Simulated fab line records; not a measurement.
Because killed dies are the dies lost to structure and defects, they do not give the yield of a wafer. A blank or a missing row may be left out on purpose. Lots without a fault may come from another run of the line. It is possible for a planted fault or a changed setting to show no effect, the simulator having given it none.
Which tool did it? | flow gf180mcu | 39 wafers from 13 lots sampled at 5 of the route's 602 steps

WHAT THE GAUGES READ, wafer by wafer
GF_STI_THK_MEAS_30. Usual: STI_OXIDATION_02_THK gives 10.01 nm (standard deviation 0.15).
lot  | measured    | on            | STI_OXIDATION_02_THK (nm) | flag
L531 | day 2 07:11 | film_metro-02 | 9.57 9.88 9.96            |
L532 | day 2 14:16 | film_metro-01 | 9.91 9.83 9.74            |
L533 | day 2 18:55 | film_metro-02 | 10.14 10.13 10.16         |
L536 | day 3 08:22 | film_metro-03 | 10.24 10.12 10.21         |
L537 | day 3 15:52 | film_metro-02 | 10.01 10.06 10.02         |
L538 | day 3 20:25 | film_metro-03 | 10.01 9.83 10.01          |
L539 | day 4 00:20 | film_metro-02 | 9.98 9.93 9.96            |
L542 | day 4 15:50 | film_metro-01 | 9.88 10.04 9.85           |
L543 | day 4 21:31 | film_metro-01 | 7.38 7.46 7.37            | OFF
L546 | day 5 12:56 | film_metro-02 | 7.33 7.17 7.15            | OFF
L547 | day 5 17:11 | film_metro-02 | 9.96 9.92 9.95            |
L552 | day 6 19:56 | film_metro-03 | 10.11 10.11 9.94          |
L554 | day 7 06:03 | film_metro-02 | 9.87 9.81 9.87            |

GF_HV_LDD_CD_MEAS_31 targets a cd of 400 nm. Usual: 399.9 nm for cd_nm, sd 2.7.
lot  | measured     | on        | cd_nm (nm)        | flag
L531 | day 12 22:23 | cd_sem-01 | 400.5 400.0 401.1 |
L532 | day 13 11:10 | cd_sem-01 | 395.7 397.7 395.3 |
L533 | day 13 16:28 | cd_sem-02 | 399.3 400.9 400.1 |
L536 | day 14 16:32 | cd_sem-02 | 398.0 398.6 400.0 |
L537 | day 14 22:17 | cd_sem-01 | 399.6 400.3 400.2 |
L538 | day 15 02:28 | cd_sem-01 | 400.8 401.2 402.5 |
L539 | day 15 16:55 | cd_sem-01 | 400.7 399.9 399.1 |
L542 | day 16 13:52 | cd_sem-01 | 400.1 399.6 398.1 |
L543 | day 16 19:31 | cd_sem-01 | 397.9 398.0 397.3 |
L546 | day 17 20:41 | cd_sem-01 | 405.1 403.4 401.4 |
L547 | day 18 03:19 | cd_sem-01 | 405.6 406.5 406.1 |
L552 | day 19 15:16 | cd_sem-02 | 399.8 401.5 402.4 |
L554 | day 20 07:40 | cd_sem-02 | 396.6 394.1 397.6 |

GF_SALICIDE_RS_MEAS_04: the measuring method here is four-point-probe. Usual: SALICIDE_TIN_RS gives 16.38 ohm/sq (standard deviation 0.3).
lot  | measured     | on            | SALICIDE_TIN_RS (ohm/sq) | flag
L531 | day 16 22:28 | film_metro-01 | 15.95 16.08 15.82        |
L532 | day 17 10:46 | film_metro-04 | 16.60 16.41 16.54        |
L533 | day 17 17:37 | film_metro-01 | 16.23 16.06 16.11        |
L536 | day 18 19:07 | film_metro-01 | 16.74 16.79 16.71        |
L537 | day 19 00:58 | film_metro-01 | 16.07 16.10 16.05        |
L538 | day 19 07:02 | film_metro-02 | 16.51 16.77 16.57        |
L539 | day 19 22:32 | film_metro-01 | 16.26 15.94 16.54        |
L542 | day 20 21:09 | film_metro-01 | 17.03 17.12 17.04        |
L543 | day 21 03:38 | film_metro-02 | 16.05 16.63 16.40        |
L546 | day 22 06:22 | film_metro-02 | 16.39 16.52 16.63        |
L547 | day 22 12:01 | film_metro-01 | 16.32 16.63 16.20        |
L552 | day 24 01:13 | film_metro-01 | 16.25 16.44 16.12        |
L554 | day 24 14:43 | film_metro-01 | 16.19 16.11 16.06        |

WHAT TOOL EACH LOT RAN ON (gives the tool, then ch and the chambers of the sampled wafers, and finally the start)
lot  | GF_STI_OXIDATION_29          | GF_HV_LDD_ETCHBACK_58
L531 | furnace-02 ch 0, day 2 05:47 | rie_diel-01 ch 1,2, day 13 23:58
L532 | furnace-02 ch 0, day 2 12:52 | rie_diel-04 ch 1,2,3, day 14 12:36
L533 | furnace-02 ch 0, day 2 17:31 | rie_diel-03 ch 0,2, day 14 19:00
L536 | furnace-01 ch 0, day 3 06:58 | rie_diel-01 ch 0,1, day 15 18:53
L537 | furnace-02 ch 0, day 3 14:28 | rie_diel-01 ch 1,2,3, day 16 01:05
L538 | furnace-01 ch 0, day 3 19:01 | rie_diel-01 ch 0,1,2, day 16 06:19
L539 | furnace-02 ch 0, day 3 22:55 | rie_diel-03 ch 1,3, day 16 19:23
L542 | furnace-01 ch 0, day 4 14:26 | rie_diel-04 ch 1,2, day 17 17:53
L543 | furnace-01 ch 0, day 4 20:07 | rie_diel-04 ch 2,3, day 18 00:14
L546 | furnace-01 ch 0, day 5 11:32 | rie_diel-01 ch 0,2, day 19 02:31
L547 | furnace-02 ch 0, day 5 15:46 | rie_diel-01 ch 2,3, day 19 07:23
L552 | furnace-02 ch 0, day 6 18:32 | rie_diel-03 ch 0,2,3, day 20 22:16
L554 | furnace-02 ch 0, day 7 04:38 | rie_diel-03 ch 0,3, day 21 12:20
- GF_STI_OXIDATION_29: stabilise 600 s, purge 300 s, target thk 10 nm.
- GF_HV_LDD_ETCHBACK_58: etches Si3N4 in CH3F/O2, stops on SiO2, time 100 s, target depth 90 nm.

AS READ BY THE TOOLS THEMSELVES (means over the sampled wafers that have a number; for cases with no such wafer, the mark the record gives instead)
GF_STI_OXIDATION_29. Usual: spike_tc_top_C 911.9 C, standard deviation 2.4; zone_power_centre_pct 20.1 %, standard deviation 0.48.
lot  | tool       | spike_tc_top_C (C) | zone_power_centre_pct (%) | flag
L531 | furnace-02 | 910.8              | 19.8                      |
L532 | furnace-02 | 909.9              | 19.8                      |
L533 | furnace-02 | 909.3              | 19.7                      |
L536 | furnace-01 | 915.1              | 20.7                      |
L537 | furnace-02 | 910.7              | 19.9                      |
L538 | furnace-01 | 914.1              | 20.5                      |
L539 | furnace-02 | 911.0              | 19.8                      |
L542 | furnace-01 | 915.3              | 20.4                      |
L543 | furnace-01 | 915.7              | 20.8                      |
L546 | furnace-01 | 914.3              | 20.7                      |
L547 | furnace-02 | 910.4              | 19.7                      |
L552 | furnace-02 | 910.6              | 19.6                      |
L554 | furnace-02 | 910.6              | 19.8                      |

GF_HV_LDD_ETCHBACK_58. Usual: drypump_motor_current_A 5.8 A, standard deviation 0.46; oes_product_au 0.841 a.u., standard deviation 0.0066; throttle_valve_pct 10.562 %, standard deviation 0.01.
lot  | tool        | drypump_motor_current_A (A) | oes_product_au (a.u.) | throttle_valve_pct (%) | flag
L531 | rie_diel-01 | 6.2                         | 0.838                 | 10.559                 |
L532 | rie_diel-04 | 5.5                         | 0.854                 | 10.567                 |
L533 | rie_diel-03 | 6.0                         | 0.847                 | 10.573                 |
L536 | rie_diel-01 | 6.1                         | 0.836                 | 10.559                 |
L537 | rie_diel-01 | 5.8                         | 0.838                 | 10.556                 |
L538 | rie_diel-01 | 6.2                         | 0.847                 | 10.561                 |
L539 | rie_diel-03 | 5.8                         | 0.848                 | 10.561                 |
L542 | rie_diel-04 | 5.4                         | 0.847                 | 10.572                 |
L543 | rie_diel-04 | 5.7                         | 0.836                 | 10.563                 |
L546 | rie_diel-01 | 6.2                         | 0.835                 | 10.562                 |
L547 | rie_diel-01 | 5.8                         | 0.840                 | 10.575                 |
L552 | rie_diel-03 | 6.0                         | 0.847                 | 10.560                 |
L554 | rie_diel-03 | 5.7                         | 0.836                 | 10.553                 |

THE ANSWER, worked out from the rows above alone
Rule: a lot is off if the mean of its wafers that have a number lies more than 3 standard deviations from the usual mean. Also off: a lot with no number at a reading for which 4 or more lots have one. The other lots that the step has rows for count as sound. First the gauges in route order, then the tools' own readings, where a lot's mean is used as printed above. At the first step where some lot is off, the reading lying furthest off is the one used; lots without a number count as furthest.
Off: L543, L546, at GF_STI_THK_MEAS_30 (STI_OXIDATION_02_THK).
If a tool, at a process step before that reading, ran all the lots that are off and no sound lot after the first of them, it fits. Those tools and the gauges at GF_STI_THK_MEAS_30 are tried in the same way. One candidate fits, namely furnace-01 at GF_STI_OXIDATION_29. A fault onset in the window from L542 (day 4 14:26, its last sound lot) to L543 (day 4 20:07, its first lot off) fits.

WHAT HAD BEEN PUT IN BY THE SIMULATOR
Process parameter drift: furnace-01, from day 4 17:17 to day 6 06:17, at GF_STI_OXIDATION_29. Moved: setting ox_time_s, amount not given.
Shown lots that were struck: L543, L546. Same finding as the rule above.
